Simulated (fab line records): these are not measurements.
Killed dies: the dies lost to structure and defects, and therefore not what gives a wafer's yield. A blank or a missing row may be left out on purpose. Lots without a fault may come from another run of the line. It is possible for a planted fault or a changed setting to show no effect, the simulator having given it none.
Matching of chambers | flow sky130 | 4 sister chambers for SKY_POLY_GATE_ETCH_15 on rie-diel-02
The step etches BARC in N2/H2, stops on SiO2, time 118.5 s, target depth 110 nm. 8 wafers are shown with their chamber, then 7 later ones without.

## EACH WAFER AND ITS CHAMBER
wafer  | chamber | drypump-motor-current-A (A) | bias-w (W)
L427.1 | 1       | 5.6                         | 100.19
L427.5 | 1       | 5.7                         | 100.00
L435.4 | 2       | 5.2                         | 100.72
L440.1 | 0       | 5.2                         | 100.38
L440.3 | 3       | 6.0                         | 99.74
L440.5 | 3       | 6.0                         | 99.84
L445.1 | 2       | 5.2                         | 100.34
L445.5 | 0       | 5.2                         | 100.78

## WAFERS WHOSE CHAMBER IS MISSING
wafer  | drypump-motor-current-A (A) | bias-w (W)
L445.6 | 5.7                         | 99.96
L447.1 | 5.2                         | 100.05
L447.2 | 5.6                         | 99.53
L447.3 | 5.2                         | 100.42
L448.1 | 5.2                         | 100.00
L448.4 | 5.2                         | 100.13
L448.6 | 5.2                         | 100.20

## WHICH CHAMBER EACH ONE RAN IN
wafer  | from the rows above     | in truth
L445.6 | 1                       | 1
L447.1 | can't be placed: 2 or 0 | 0
L447.2 | 1                       | 1
L447.3 | can't be placed: 2 or 0 | 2
L448.1 | can't be placed: 2 or 0 | 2
L448.4 | can't be placed: 2 or 0 | 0
L448.6 | can't be placed: 2 or 0 | 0
Correctly placed: 2 of 7. From these rows, 5 cannot be placed; in 5 the true chamber is one of the candidates. 0 placed wrongly.
How it was worked out, from the rows above alone: a wafer's distance from a chamber is the root of the sum, over the readings, of the square of ((its reading less the chamber's mean) divided by the reading's scatter). The wafer belongs to the nearest chamber; if the next one is less than 2 further off, it can't be placed. The mean given for a chamber averages the wafers shown for that chamber. The scatter is the square root of a quotient: the sum, over the shown wafers, of each reading's squared deviation from its chamber's mean, divided by wafers minus chambers.
